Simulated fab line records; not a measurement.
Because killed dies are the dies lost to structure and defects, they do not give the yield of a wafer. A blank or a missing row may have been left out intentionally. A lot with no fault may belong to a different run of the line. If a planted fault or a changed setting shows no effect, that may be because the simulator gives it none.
fab line records	flow sky130
record: lots: 5	wafers: 15	lastDay: 50
route steps=708 shown VIA2@527 METAL3@532 CAPM@537 PAD_OPEN@708
lots that met no fault: from a run of the same line without faults
startH: start of the lot's first displayed wafer, in hours after the record's first day	waitH: hours from the lot's prior step to this one	" unchanged from the row above	L1.1+2: a row that stands for several wafers	- no value, or no start given	* or withheld: withheld	< > ~ a bound
route shown NAME@n: NAME is a module with steps in the file, n the number in the route of the first one	usual: the fault-free wafers' mean and standard deviation	same: alike in all rows	chamber/n: place in a boat	sites: each site's reading	_std_site: standard deviation across them	_edge_site: mean of outer sites minus mean of inner sites	radiusMm: for every site, how far away it sits from the centre of the wafer	mask NAME#n: copy n	behind: the last tool/chamber to shape the wafer	hold: reason for holding the lot/hours on hold/outcome of the hold	device: the transistor (n, p or np) that didn't switch	end of line: at the end of the route, the tests of the same wafers	where a step has no rows: the recipe by itself	killed: dies lost to structure and defects at the first sort, not the wafer's yield	map: shows each die of a wafer: x if killed, . if not, _ if none is there
set.NAME: the setting that was run; set.NAME@STEP: the one run at that earlier step	model.NAME: the simulator's own value behind a step, which no gauge read
a table for each step, a row for each wafer; lots at some steps of the route
services: the hour from which a tool's chamber was out of use, counted from the record's first day as startH (under 0 if before that day), plus the number of hours and why
== steps ==
step: SKY_VIA2_SPUTTER_20
recipe: material: TiN	targetThkNm: 20	chamberPressurePa: 5	powerW: 4000	timeS: 80
usual: throttleValvePct: 30.1/1.2
lot.wafer	tool	chamber	startH	waitH	throttleValvePct
L203.2	pvdSputter-01	-	860.07	0.0	30.4
L203.3	"	-	"	"	31.7
L203.6	"	-	"	"	31.7
L212.2	pvdSputter-04	-	922.69	0.0	31.2
L212.4	"	-	"	"	29.1
L212.5	"	-	"	"	31.2
L213.2	pvdSputter-01	-	929.78	0.0	28.0
L213.3	"	-	"	"	29.5
L213.5	"	-	"	"	27.9
L217.1	pvdSputter-04	-	970.89	0.0	31.2
L217.3	"	-	"	"	29.0
L217.5	"	-	"	"	29.2
L223.1	pvdSputter-01	-	999.13	0.0	28.1
L223.2	"	-	"	"	29.4
L223.3	"	-	"	"	31.5
step: SKY_VIA2_CVD_21
recipe: material: W	targetThkNm: 420	timeS: 126.4	tempC: 400	pressureTorr: 40
step: SKY_VIA2_RS_MEAS_22
recipe: thkMeasGauge: four-point-probe	reads: W_of_VIA2_CVD_21+TiN_of_VIA2_SPUTTER_20
usual: VIA2_W_RS: 0.273/0.0057
lot.wafer	tool	chamber	startH	waitH	VIA2_W_RS[ohm/sq]
L203.2	filmMetro-04	-	860.41	0.2	0.266
L203.3	"	-	"	"	0.264
L203.6	"	-	"	"	0.263
L212.2	filmMetro-04	-	922.90	0.1	0.282
L212.4	"	-	"	"	0.274
L212.5	"	-	"	"	0.273
L213.2	filmMetro-04	-	929.99	0.1	0.273
L213.3	"	-	"	"	0.275
L213.5	"	-	"	"	0.272
L217.1	filmMetro-01	-	971.09	0.1	0.278
L217.3	"	-	"	"	0.282
L217.5	"	-	"	"	0.281
L223.1	filmMetro-04	-	999.32	0.1	0.275
L223.2	"	-	"	"	0.280
L223.3	"	-	"	"	0.281
step: SKY_VIA2_THK_MEAS_23
recipe: thkMeasGauge: xrf	reads: W_of_VIA2_CVD_21
usual: VIA2_W_THK: 406/9.3
lot.wafer	tool	chamber	startH	waitH	VIA2_W_THK[nm]
L203.2	filmMetro-04	-	860.52	0.1	419
L203.3	"	-	"	"	422
L203.6	"	-	"	"	425
L212.2	filmMetro-04	-	923.01	0.1	390
L212.4	"	-	"	"	401
L212.5	"	-	"	"	400
L213.2	filmMetro-04	-	930.10	0.1	399
L213.3	"	-	"	"	398
L213.5	"	-	"	"	403
L217.1	filmMetro-01	-	971.21	0.1	408
L217.3	"	-	"	"	404
L217.5	"	-	"	"	404
L223.1	filmMetro-04	-	999.44	0.1	401
L223.2	"	-	"	"	396
L223.3	"	-	"	"	392
step: SKY_VIA2_CMP_24
recipe: stopOn: SiO2	tOverpolishS: 20	downForcePsi: 3.5	platenRpm: 60	targetThkNm: 0	padVelocityMS: 0.94248
step: SKY_METAL3_SPUTTER_00
recipe: material: Ti	targetThkNm: 15	powerW: 3000	timeS: 10	chamberPressurePa: 0.4
step: SKY_METAL3_SPUTTER_01
recipe: material: TiN	targetThkNm: 20	powerW: 6500	timeS: 16.7	chamberPressurePa: 0.4
usual: throttleValvePct: 30.2/1.2
lot.wafer	tool	chamber	startH	waitH	throttleValvePct
L203.2	pvdSputter-03	-	860.89	0.0	29.6
L203.3	"	-	"	"	30.8
L203.6	"	-	"	"	30.0
L212.2	pvdSputter-01	-	923.39	0.0	28.1
L212.4	"	-	"	"	29.3
L212.5	"	-	"	"	30.5
L213.2	pvdSputter-03	-	930.47	0.0	30.8
L213.3	"	-	"	"	32.4
L213.5	"	-	"	"	30.7
L217.1	pvdSputter-01	-	971.59	0.0	31.6
L217.3	"	-	"	"	30.4
L217.5	"	-	"	"	30.6
L223.1	pvdSputter-01	-	999.82	0.0	28.1
L223.2	"	-	"	"	31.6
L223.3	"	-	"	"	29.6
step: SKY_METAL3_SPUTTER_02
recipe: material: AlCu	targetThkNm: 735	powerW: 10600	timeS: 39.1	chamberPressurePa: 0.4173
step: SKY_METAL3_SPUTTER_03
recipe: material: Ti	targetThkNm: 5	powerW: 3000	timeS: 3.3	chamberPressurePa: 0.4
usual: throttleValvePct: 30.2/1.2
lot.wafer	tool	chamber	startH	waitH	throttleValvePct
L203.2	pvdSputter-03	-	860.96	0.0	30.0
L203.3	"	-	"	"	30.7
L203.6	"	-	"	"	29.7
L212.2	pvdSputter-01	-	923.45	0.0	28.0
L212.4	"	-	"	"	29.6
L212.5	"	-	"	"	30.5
L213.2	pvdSputter-03	-	930.53	0.0	30.4
L213.3	"	-	"	"	32.6
L213.5	"	-	"	"	31.0
L217.1	pvdSputter-01	-	971.65	0.0	31.7
L217.3	"	-	"	"	30.6
L217.5	"	-	"	"	30.4
L223.1	pvdSputter-01	-	999.89	0.0	27.6
L223.2	"	-	"	"	31.7
L223.3	"	-	"	"	29.5
step: SKY_METAL3_SPUTTER_04
recipe: material: TiN	targetThkNm: 70	powerW: 6500	timeS: 58.3	chamberPressurePa: 0.4
step: SKY_CAPM_CVD_00
recipe: material: SiO2	targetThkNm: 15.5	tempC: 400	timeS: withheld	rfW: 450
step: SKY_CAPM_THK_MEAS_01
recipe: reads: SiO2_of_CAPM_CVD_00
usual: CAPM_CVD_00_THK: 15.49/0.3
lot.wafer	tool	chamber	startH	waitH	CAPM_CVD_00_THK[nm]
L203.2	filmMetro-04	-	861.06	-	14.66
L203.3	"	-	"	"	14.90
L203.6	"	-	"	"	15.20
L212.2	filmMetro-04	-	923.55	-	15.61
L212.4	"	-	"	"	15.83
L212.5	"	-	"	"	15.48
L213.2	filmMetro-04	-	930.63	-	15.83
L213.3	"	-	"	"	15.66
L213.5	"	-	"	"	16.06
L217.1	filmMetro-04	-	971.74	-	14.84
L217.3	"	-	"	"	15.27
L217.5	"	-	"	"	15.03
L223.1	filmMetro-04	-	999.98	-	15.38
L223.2	"	-	"	"	15.71
L223.3	"	-	"	"	15.42
step: SKY_CAPM_SPUTTER_02
recipe: material: TiN	targetThkNm: 200	tempC: 300	powerW: 6500	timeS: 166.7	chamberPressurePa: 0.4
usual: throttleValvePct: 30.0/1.1
lot.wafer	tool	chamber	startH	waitH	throttleValvePct	model.TiN_of_CAPM_SPUTTER_02.thkNm
L203.2	pvdSputter-01	-	861.11	0.0	28.0	199.5
L203.3	"	-	"	"	30.5	200.8
L203.6	"	-	"	"	27.9	198.1
L212.2	pvdSputter-04	-	923.60	0.0	29.1	200
L212.4	"	-	"	"	30.9	199
L212.5	"	-	"	"	29.0	201
L213.2	pvdSputter-04	-	930.68	0.0	29.1	190.3
L213.3	"	-	"	"	31.0	191.2
L213.5	"	-	"	"	28.9	200
L217.1	pvdSputter-02	-	971.80	0.1	30.4	199.9
L217.3	"	-	"	"	29.4	204.4
L217.5	"	-	"	"	30.7	199.2
L223.1	pvdSputter-02	-	1000.04	0.1	28.5	201.7
L223.2	"	-	"	"	30.6	202.4
L223.3	"	-	"	"	30.7	198.5
step: SKY_CAPM_RS_MEAS_03
recipe: thkMeasGauge: four-point-probe	reads: TiN_of_CAPM_SPUTTER_02
usual: CAPM_TIN_RS: 6.89/0.09
lot.wafer	tool	chamber	startH	waitH	CAPM_TIN_RS[ohm/sq]
L203.2	filmMetro-04	-	861.24	0.1	6.91
L203.3	"	-	"	"	6.86
L203.6	"	-	"	"	6.97
L212.2	filmMetro-03	-	923.73	0.1	6.93
L212.4	"	-	"	"	6.98
L212.5	"	-	"	"	6.89
L213.2	filmMetro-03	-	930.81	0.1	7.30
L213.3	"	-	"	"	7.25
L213.5	"	-	"	"	6.93
L217.1	filmMetro-02	-	971.91	0.1	6.91
L217.3	"	-	"	"	6.75
L217.5	"	-	"	"	6.95
L223.1	filmMetro-04	-	1000.15	0.1	6.83
L223.2	"	-	"	"	6.80
L223.3	"	-	"	"	6.94
step: SKY_CAPM_THK_MEAS_04
recipe: thkMeasGauge: xrf	reads: TiN_of_CAPM_SPUTTER_02
usual: CAPM_TIN_THK: 198.3/2.6
lot.wafer	tool	chamber	startH	waitH	CAPM_TIN_THK[nm]
L203.2	filmMetro-04	-	861.35	0.1	194.8
L203.3	"	-	"	"	196.3
L203.6	"	-	"	"	195.2
L212.2	filmMetro-03	-	923.84	0.1	198.2
L212.4	"	-	"	"	196.5
L212.5	"	-	"	"	199.3
L213.2	filmMetro-03	-	930.92	0.1	188.6
L213.3	"	-	"	"	189.0
L213.5	"	-	"	"	198.1
L217.1	filmMetro-02	-	972.03	0.1	198.2
L217.3	"	-	"	"	201.9
L217.5	"	-	"	"	197.9
L223.1	filmMetro-04	-	1000.27	0.1	199.2
L223.2	"	-	"	"	198.9
L223.3	"	-	"	"	195.5
step: SKY_CAPM_DEHYDRATE_05
recipe: tempC: 200	timeS: 60
step: SKY_CAPM_HMDS_06
recipe: primeTimeS: 60	primeTempC: 120
step: SKY_CAPM_COAT_07
recipe: resist: NOVOLAK	spinRpm: 3000	resistThkNm: 1140
step: SKY_CAPM_SOFTBAKE_08
recipe: tempC: 90	timeS: 60	resist: NOVOLAK
step: SKY_CAPM_EXPOSE_09
recipe: maskId: CAPM	na: 0.6	sourceShape: conventional	sigmaOuter: 0.6	polarization: unpolarized	targetCdNm: 1000	doseMj: 159
step: SKY_CAPM_PEB_10
recipe: tempC: withheld	timeS: *	resist: NOVOLAK
step: SKY_CAPM_DEVELOP_11
recipe: resist: NOVOLAK	developer: TMAH	developTimeS: 60	devTempC: 23
step: SKY_CAPM_OVL_MEAS_12
usual: CAPM_OVL: 0.5/1.3
lot.wafer	tool	chamber	startH	waitH	CAPM_OVL[nm]
L203.2	overlay-02	-	886.84	0.1	0.6
L203.3	"	-	"	"	1.2
L203.6	"	-	"	"	0.5
L212.2	overlay-01	-	949.12	0.1	0.1
L212.4	"	-	"	"	0.0
L212.5	"	-	"	"	0.2
L213.2	overlay-02	-	954.27	0.1	0.6
L213.3	"	-	"	"	-0.1
L213.5	"	-	"	"	0.6
L217.1	overlay-02	-	995.42	0.1	1.5
L217.3	"	-	"	"	0.2
L217.5	"	-	"	"	0.2
L223.1	overlay-02	-	1022.78	0.1	1.2
L223.2	"	-	"	"	2.3
L223.3	"	-	"	"	1.8
step: SKY_CAPM_METAL_ETCH_13
recipe: targetDepthNm: 220	stopOn: SiO2	chemistry: Cl2/BCl3	target: TiN	pressureMtorr: 10	icpW: 900	biasW: 48.5	Cl2_flow_sccm: 60	bcl3FlowSccm: 30	timeS: 62.9
usual: drypumpMotorCurrentA: 5.6/0.39	heBacksideLeakSccm: 3.45/0.26	oesProductAu: 0.943/0.008	throttleValvePct: 21.901/0.01
lot.wafer	tool	chamber	startH	waitH	drypumpMotorCurrentA	heBacksideLeakSccm	oesProductAu	rfHoursCounterH	throttleValvePct	model.etch.depthNm	model.CAPM.featureDepthNm
L203.2	rieMetal-03	0	886.89	0.0	5.6	3.38	0.941	-	21.907	199.5	199.5
L203.3	"	0	"	"	5.7	3.58	0.948	-	21.905	200.8	200.8
L203.6	"	0	"	"	5.7	3.49	0.927	-	21.908	198.1	198.1
L212.2	rieMetal-02	1	949.15	0.0	6.3	3.36	0.940	18	21.914	200	200
L212.4	"	0	"	"	5.2	3.45	0.926	-	21.904	199	199
L212.5	"	1	"	"	6.3	3.27	0.944	-	21.894	201	201
L213.2	rieMetal-02	0	954.30	0.0	5.2	3.47	0.921	6	21.913	190.3	190.3
L213.3	"	1	"	"	6.3	3.16	0.915	-	21.925	191.2	191.2
L213.5	"	1	"	"	6.2	3.36	0.948	-	21.906	200	200
L217.1	rieMetal-02	0	995.45	0.0	5.2	3.44	0.940	8	21.906	199.9	199.9
L217.3	"	0	"	"	5.2	3.68	0.957	-	21.877	204.4	204.4
L217.5	"	0	"	"	5.3	3.41	0.942	-	21.899	199.2	199.2
L223.1	rieMetal-02	0	1022.82	0.0	5.2	3.61	0.950	10	21.887	201.7	201.7
L223.2	"	1	"	"	6.3	3.34	0.950	1	21.904	202.4	202.4
L223.3	"	1	"	"	6.3	3.21	0.945	-	21.918	198.5	198.5
step: SKY_CAPM_STRIP_14
recipe: chemistry: O2/N2	powerW: 1400	pressureMtorr: 1500	platenTempC: withheld	o2FlowSccm: 3000	n2FlowSccm: 300	overashFraction: 0.5
step: SKY_CAPM_STRIP_15
recipe: chemistry: postEtchResidueRemover	timeS: 1200	tempC: 72.5
step: SKY_CAPM_CLEAN_16
recipe: chemistry: IPA	timeS: 180	tempC: 25
step: SKY_CAPM_CLEAN_17
recipe: chemistry: O3/DIW	dry: n2Spin
step: SKY_METAL3_DEHYDRATE_05
recipe: tempC: 200	timeS: 60
step: SKY_METAL3_HMDS_06
recipe: primeTimeS: 60	primeTempC: 120
step: SKY_METAL3_COAT_07
recipe: resist: BARC	tempC: withheld	timeS: withheld	spinRpm: 3000	resistThkNm: 60
step: SKY_METAL3_COAT_08
recipe: resist: KrF-thick	spinRpm: 3000	resistThkNm: 1140
step: SKY_METAL3_SOFTBAKE_09
recipe: tempC: 100	timeS: 90	resist: KrF-thick
step: SKY_METAL3_EXPOSE_10
recipe: maskId: MM3	na: 0.68	sourceShape: annular	sigmaInner: 0.4	sigmaOuter: 0.8	targetCdNm: 300	doseMj: 28.32
step: SKY_METAL3_PEB_11
recipe: pebTempC: withheld	pebTimeS: withheld	resist: KrF-thick
step: SKY_METAL3_DEVELOP_12
recipe: developTimeS: 60	resist: KrF-thick	devTempC: 21
step: SKY_METAL3_CD_MEAS_13
recipe: targetCdNm: 300
usual: cdNm: 299.0/1.4
lot.wafer	tool	chamber	startH	waitH	cdNm
L203.2	cdSem-01	-	914.20	-	299.2
L203.3	"	-	"	"	299.9
L203.6	"	-	"	"	299.2
L212.2	cdSem-02	-	973.13	-	298.4
L212.4	"	-	"	"	299.6
L212.5	"	-	"	"	299.5
L213.2	cdSem-02	-	978.88	-	297.5
L213.3	"	-	"	"	299.5
L213.5	"	-	"	"	299.4
L217.1	cdSem-01	-	1018.90	-	298.7
L217.3	"	-	"	"	300.0
L217.5	"	-	"	"	296.8
L223.1	cdSem-02	-	1046.12	-	299.4
L223.2	"	-	"	"	298.8
L223.3	"	-	"	"	298.4
step: SKY_METAL3_OVL_MEAS_14
usual: METAL3_OVL: 1/5.1
lot.wafer	tool	chamber	startH	waitH	METAL3_OVL[nm]
L203.2	overlay-01	-	914.31	0.1	2
L203.3	"	-	"	"	3
L203.6	"	-	"	"	2
L212.2	overlay-02	-	973.24	0.1	3
L212.4	"	-	"	"	-4
L212.5	"	-	"	"	3
L213.2	overlay-02	-	978.99	0.1	5
L213.3	"	-	"	"	-3
L213.5	"	-	"	"	-1
L217.1	overlay-02	-	1019.02	0.1	6
L217.3	"	-	"	"	2
L217.5	"	-	"	"	11
L223.1	overlay-02	-	1046.24	0.1	-4
L223.2	"	-	"	"	-2
L223.3	"	-	"	"	-4
step: SKY_METAL3_DESCUM_15
recipe: chemistry: O2	sourcePowerW: 150	biasPowerW: 0	pressureMtorr: 10	tempC: 40	timeS: 8
usual: drypumpMotorCurrentA: 5.70/0.27	heBacksideLeakSccm: 3.51/0.29	oesProductAu: 0.992/0.01
lot.wafer	tool	chamber	startH	waitH	drypumpMotorCurrentA	heBacksideLeakSccm	oesProductAu	rfHoursCounterH
L203.2	rieMetal-01	1	914.34	0.0	5.63	3.21	0.966	20
L203.3	"	1	"	"	5.64	3.18	0.971	-
L203.6	"	0	"	"	5.07	3.37	0.989	-
L212.2	rieMetal-03	0	973.27	0.0	5.66	3.53	0.988	17
L212.4	"	0	"	"	5.66	3.52	0.997	-
L212.5	"	0	"	"	5.68	3.46	0.989	-
L213.2	rieMetal-04	0	979.02	0.0	5.56	3.47	0.982	1
L213.3	"	0	"	"	5.57	3.50	0.967	-
L213.5	"	0	"	"	5.53	3.38	0.983	-
L217.1	rieMetal-03	1	1019.06	0.0	5.79	3.47	1.004	5
L217.3	"	1	"	"	5.81	3.60	1.004	-
L217.5	"	0	"	"	5.65	3.47	0.995	-
L223.1	rieMetal-04	0	1046.27	0.0	5.56	3.53	0.975	4
L223.2	"	1	"	"	6.06	3.73	0.998	19
L223.3	"	0	"	"	5.55	4.34	0.988	-
step: SKY_METAL3_ETCH_16
recipe: chemistry: N2/H2	target: BARC	ionEnergyEv: 200	biasW: 100	pressureMtorr: 30	n2FlowSccm: 100	h2FlowSccm: 200	icpW: 500	stopOn: SiO2	timeS: 88.2	targetDepthA: 600
usual: drypumpMotorCurrentA: 5.71/0.27	heBacksideLeakSccm: 3.46/0.18	oesProductAu: 0.626/0.0046	throttleValvePct: 13.205/0.0085
lot.wafer	tool	chamber	startH	waitH	drypumpMotorCurrentA	heBacksideLeakSccm	oesProductAu	rfHoursCounterH	throttleValvePct
L203.2	rieMetal-01	1	914.37	0.0	5.65	2.96	0.621	20	13.205
L203.3	"	1	"	"	5.63	3.22	0.620	-	13.213
L203.6	"	0	"	"	5.07	3.41	0.630	-	13.202
L212.2	rieMetal-03	0	973.30	0.0	5.66	3.41	0.620	17	13.207
L212.4	"	0	"	"	5.69	3.50	0.625	-	13.213
L212.5	"	0	"	"	5.67	3.51	0.624	-	13.190
L213.2	rieMetal-04	0	979.05	0.0	5.59	3.34	0.626	1	13.220
L213.3	"	0	"	"	5.56	3.34	0.623	-	13.198
L213.5	"	0	"	"	5.57	3.38	0.627	-	13.218
L217.1	rieMetal-03	1	1019.09	0.0	5.80	3.49	0.624	5	13.222
L217.3	"	1	"	"	5.79	3.54	0.626	-	13.203
L217.5	"	0	"	"	5.67	3.39	0.617	-	13.200
L223.1	rieMetal-04	0	1046.31	0.0	5.58	3.41	0.616	4	13.204
L223.2	"	1	"	"	6.03	3.61	0.629	19	13.219
L223.3	"	0	"	"	5.57	3.43	0.627	-	13.211
step: SKY_METAL3_ETCH_17
recipe: target: SiO2	stopOn: TiN	chemistry: C4F8/O2/Ar	sourceW: 1500	biasW: 1200	pressureMtorr: 40	c4f8FlowSccm: withheld	O2_flow_sccm: 6	Ar_flow_sccm: 300	timeS: 3.9	targetDepthA: 150
step: SKY_METAL3_METAL_ETCH_18
recipe: targetDepthA: 8450	stopOn: SiO2	overEtchFrac: 0.3	timeS: 183.1	chemistry: Cl2/BCl3	resistSidewallDeg: 88	pressureMtorr: 10	icpW: 900	biasW: 48.5	Cl2_flow_sccm: 60	bcl3FlowSccm: 30
step: SKY_METAL3_STRIP_20
recipe: chemistry: postEtchResidueRemover	timeS: 1200	tempC: 72.5
lot.wafer	tool	chamber	startH	waitH	model.TiN_of_CAPM_SPUTTER_02.thkNm
L203.2	wetBench-03	2	914.76	0.1	198.6
L203.3	"	2	"	"	199.9
L203.6	"	2	"	"	197.3
L212.2	wetBench-04	3	973.70	0.1	199.2
L212.4	"	3	"	"	198.1
L212.5	"	3	"	"	200.2
L213.2	wetBench-02	1	979.45	0.1	189.4
L213.3	"	1	"	"	190.3
L213.5	"	1	"	"	199.1
L217.1	wetBench-04	2	1019.48	0.1	199.1
L217.3	"	2	"	"	203.6
L217.5	"	2	"	"	198.4
L223.1	wetBench-03	0	1046.70	0.1	200.9
L223.2	"	0	"	"	201.5
L223.3	"	0	"	"	197.7
step: SKY_PAD_OPEN_PROBE_99
usual: defectLimitedYield: 82.3/1.7	killed_at_M0_to_M3: 43/6.8	killed_at_M4_up: 3.3/1.8	killedAtContacts: 25/5.9	killedAtFrontEnd: 16/4.2	killedAtOther: 0.3/0.69	killedDies: 87/8.6	killedOpen: 48/6.3	killedShort: 39/5.3	sort_bin_3_pad_short: 0.9/0.38	sort_bin_5_function: 10.5/1.4	sort_bin_6_memory: 6.4/1.1	sortNPass: 405/8.6	sortYieldPct: 82.3/1.7
same: grossDies: 492	killedAtBackSide: 0	sort_bin_4_leakage[%]: 0	sort_bin_8_speed[%]: 0
lot.wafer	tool	chamber	startH	waitH	defectLimitedYield[%]	killed_at_M0_to_M3	killed_at_M4_up	killedAtContacts	killedAtFrontEnd	killedAtOther	killedDies	killedOpen	killedShort	sort_bin_3_pad_short[%]	sort_bin_5_function[%]	sort_bin_6_memory[%]	sortNPass	sortYieldPct[%]	model.etest.capMim.plateOhmSq
L203.2	prober-01	-	1085.73	0.1	82.9	48	5	19	11	1	84	47	36	0.8	10.8	5.5	408	82.9	6.031
L203.3	prober-01	-	1085.78	0.2	83.7	44	5	16	15	0	80	44	36	1.0	8.9	6.3	412	83.7	6.001
L203.6	prober-01	-	1085.93	0.2	83.3	40	2	22	18	0	82	44	36	0.8	8.7	7.1	410	83.3	6.066
L212.2	prober-01	-	1134.94	0.1	84.3	43	4	19	11	0	77	47	30	0.8	7.9	6.9	415	84.3	5.992
L212.4	prober-01	-	1135.04	0.2	80.5	45	2	39	9	1	96	52	44	1.6	11.4	6.5	396	80.5	6.064
L212.5	prober-01	-	1135.09	0.2	80.3	50	5	26	16	0	97	59	38	0.4	12.2	7.1	395	80.3	5.969
L213.2	prober-02	-	1138.81	0.1	81.9	46	4	24	15	0	89	49	39	0.2	11.4	6.5	403	81.9	6.317
L213.3	prober-02	-	1138.86	0.2	82.7	34	4	27	20	0	85	46	39	0.4	9.6	7.3	407	82.7	6.285
L213.5	prober-02	-	1138.96	0.2	77.8	60	1	30	18	0	109	63	45	1.8	11.8	8.5	383	77.8	6.022
L217.1	prober-01	-	1170.54	0.1	82.3	44	2	26	15	0	87	43	44	0.8	10.8	6.1	405	82.3	5.987
L217.3	prober-01	-	1170.64	0.2	82.3	37	4	34	12	0	87	45	42	0.4	10.6	6.7	405	82.3	5.841
L217.5	prober-01	-	1170.74	0.2	82.1	38	4	33	12	1	88	39	49	1.0	10.2	6.7	404	82.1	6.024
L223.1	prober-01	-	1191.94	0.1	81.5	52	2	26	11	0	91	53	38	1.4	8.3	8.7	401	81.5	5.907
L223.2	prober-01	-	1191.99	0.1	82.9	48	4	12	20	0	84	42	42	0.4	11.0	5.7	408	82.9	5.882
L223.3	prober-01	-	1192.04	0.2	80.9	51	4	20	19	0	94	52	42	0.8	12.8	5.5	398	80.9	5.999
killed by level:class
L203.2 VIA1:geometricParticle:open=16 CONTACT:geometricParticle:open=6 METAL2:geometricParticle:short=6 LI_CONTACT:geometricParticle:open=5 CONTACT:geometricParticle:short=5 VIA2:geometricParticle:open=5 METAL3:geometricParticle:short=5 VIA3:geometricParticle:open=5
L203.3 VIA1:geometricParticle:open=10 CONTACT:geometricParticle:open=6 FIELD_ISO:geometricParticle:short=5 LI_CONTACT:geometricParticle:open=5 METAL1:geometricParticle:short=5 VIA2:geometricParticle:open=5 VIA3:geometricParticle:open=5 VIA3:geometricParticle:short=4
L203.6 VIA3:geometricParticle:open=8 VIA1:geometricParticle:open=8 CONTACT:geometricParticle:open=6 METAL1:geometricParticle:short=6 VIA2:geometricParticle:open=6 CONTACT:geometricParticle:short=5 POLY_GATE:geometricParticle:short=4 POLY_GATE:geometricParticle:open=4
L212.2 VIA1:geometricParticle:open=11 LI_CONTACT:geometricParticle:open=8 VIA2:geometricParticle:open=8 VIA3:geometricParticle:open=6 LOCAL_INTERCONNECT:geometricParticle:short=5 CONTACT:geometricParticle:open=5 VIA1:geometricParticle:short=5 METAL2:geometricParticle:short=5
L212.4 VIA1:geometricParticle:open=11 CONTACT:geometricParticle:short=10 CONTACT:geometricParticle:open=10 VIA3:geometricParticle:open=10 VIA2:geometricParticle:open=7 LI_CONTACT:geometricParticle:open=6 LOCAL_INTERCONNECT:geometricParticle:short=6 METAL1:geometricParticle:short=6
L212.5 VIA1:geometricParticle:open=14 LI_CONTACT:geometricParticle:open=9 CONTACT:geometricParticle:open=8 VIA2:geometricParticle:open=8 CONTACT:geometricParticle:short=6 METAL2:geometricParticle:short=6 METAL1:geometricParticle:short=5 METAL2:geometricParticle:open=5
L213.2 CONTACT:geometricParticle:open=10 VIA1:geometricParticle:short=8 VIA2:geometricParticle:open=8 LI_CONTACT:geometricParticle:open=7 FIELD_ISO:geometricParticle:open=6 VIA1:geometricParticle:open=6 VIA3:geometricParticle:open=5 METAL1:geometricParticle:short=5
L213.3 VIA3:geometricParticle:open=8 LI_CONTACT:geometricParticle:open=7 CONTACT:geometricParticle:open=7 VIA1:geometricParticle:open=7 FIELD_ISO:geometricParticle:open=5 POLY_GATE:geometricParticle:open=5 FIELD_ISO:geometricParticle:short=4 POLY_GATE:geometricParticle:short=4
L213.5 VIA1:geometricParticle:open=15 CONTACT:geometricParticle:open=10 VIA3:geometricParticle:open=9 VIA1:geometricParticle:short=9 POLY_GATE:geometricParticle:open=8 LI_CONTACT:geometricParticle:open=8 VIA2:geometricParticle:open=8 CONTACT:geometricParticle:short=7
L217.1 VIA1:geometricParticle:open=11 CONTACT:geometricParticle:open=8 LI_CONTACT:geometricParticle:open=6 VIA2:geometricParticle:open=6 LOCAL_INTERCONNECT:geometricParticle:short=5 VIA1:geometricParticle:short=5 POLY_GATE:geometricParticle:short=4 METAL1:geometricParticle:short=4
L217.3 LI_CONTACT:geometricParticle:open=9 VIA1:geometricParticle:open=9 LOCAL_INTERCONNECT:geometricParticle:short=8 CONTACT:geometricParticle:open=8 VIA3:geometricParticle:open=6 VIA1:geometricParticle:short=5 METAL3:geometricParticle:short=5 POLY_GATE:geometricParticle:open=4
L217.5 CONTACT:geometricParticle:open=10 VIA1:geometricParticle:open=10 LOCAL_INTERCONNECT:geometricParticle:short=9 LI_CONTACT:geometricParticle:open=7 METAL2:geometricParticle:short=7 METAL1:geometricParticle:short=6 CONTACT:geometricParticle:short=5 VIA1:geometricParticle:short=4
L223.1 VIA2:geometricParticle:open=15 CONTACT:geometricParticle:open=8 LI_CONTACT:geometricParticle:open=7 METAL1:geometricParticle:short=7 VIA1:geometricParticle:open=6 VIA1:geometricParticle:short=6 FIELD_ISO:geometricParticle:open=5 METAL2:geometricParticle:short=5
L223.2 VIA1:geometricParticle:open=13 POLY_GATE:geometricParticle:short=6 VIA1:geometricParticle:short=6 VIA3:geometricParticle:open=6 METAL1:geometricParticle:short=5 POLY_GATE:geometricParticle:open=5 CONTACT:geometricParticle:open=5 METAL2:geometricParticle:short=5
L223.3 VIA1:geometricParticle:open=16 FIELD_ISO:geometricParticle:open=10 CONTACT:geometricParticle:open=8 VIA1:geometricParticle:short=7 METAL3:geometricParticle:short=6 VIA3:geometricParticle:open=6 FIELD_ISO:geometricParticle:short=5 VIA2:geometricParticle:short=5
== services ==
tool	chamber	startH	hours	kind
wetBench-02	-	850.86	1.9	pm
pvdSputter-04	-	857.41	3.3	repair
pvdSputter-03	1	868.73	-	consumableReplace:kit
pvdSputter-03	1	868.73	18.0	scheduledDown
pvdSputter-03	1	868.73	18.0	ventCycle
rieMetal-03	1	879.77	-	clean
rieMetal-03	1	879.77	19.4	scheduledDown
rieMetal-03	1	879.77	19.4	ventCycle
rieMetal-04	-	888.36	0.8	repair
rieMetal-03	1	900.15	13.4	repair
pvdSputter-03	-	905.08	4.4	repair
rieMetal-03	0	909.25	1.6	repair
pvdSputter-03	-	922.13	2.1	repair
pvdSputter-01	1	923.52	-	consumableReplace:kit
pvdSputter-01	1	923.52	18.0	scheduledDown
pvdSputter-01	1	923.52	18.0	ventCycle
rieMetal-04	0	933.39	-	clean
rieMetal-04	0	933.39	30.3	scheduledDown
rieMetal-04	0	933.39	30.3	ventCycle
pvdSputter-04	-	937.91	3.2	repair
pvdSputter-04	-	958.73	3.6	repair
rieMetal-02	-	988.15	0.1	repair
rieMetal-02	-	1020.31	0.2	repair
wetBench-03	-	1044.14	1.1	repair
== key ==
firstSign: step: SKY_CAPM_RS_MEAS_03	reading: CAPM_TIN_RS	direction: up	sigmas: 4.2	usual: 6.89	struck: 7.27
effect: step: SKY_CAPM_THK_MEAS_04	reading: CAPM_TIN_THK	direction: down	sigmas: 3.6	usual: 198.3	struck: 188.8
effect: step: SKY_CAPM_METAL_ETCH_13	reading: oesProductAu	direction: down	sigmas: 3.1	usual: 0.943	struck: 0.918
modelEffect: step: SKY_CAPM_SPUTTER_02	value: TiN_of_CAPM_SPUTTER_02.thkNm	without: 197.8	struck: 190.7
modelEffect: step: SKY_CAPM_METAL_ETCH_13	value: etch.depthNm	without: 197.8	struck: 190.7
modelEffect: step: SKY_METAL3_STRIP_20	value: TiN_of_CAPM_SPUTTER_02.thkNm	without: 197	struck: 189.9
modelEffect: step: SKY_PAD_OPEN_PROBE_99	value: etest.capMim.plateOhmSq	without: 6.075	struck: 6.301
metAt SKY_CAPM_SPUTTER_02
struckWafers L213.2,L213.3
onsetBetween 923.60 930.68
fault: kind: processParameterDrift	tool: pvdSputter-04	chamber: -	onsetH: 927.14	steps: SKY_CAPM_SPUTTER_02	channel: timeS	offset: *	shape: step	endH: 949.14	scope: struckWafersOnly	actsIn: *	stated: *
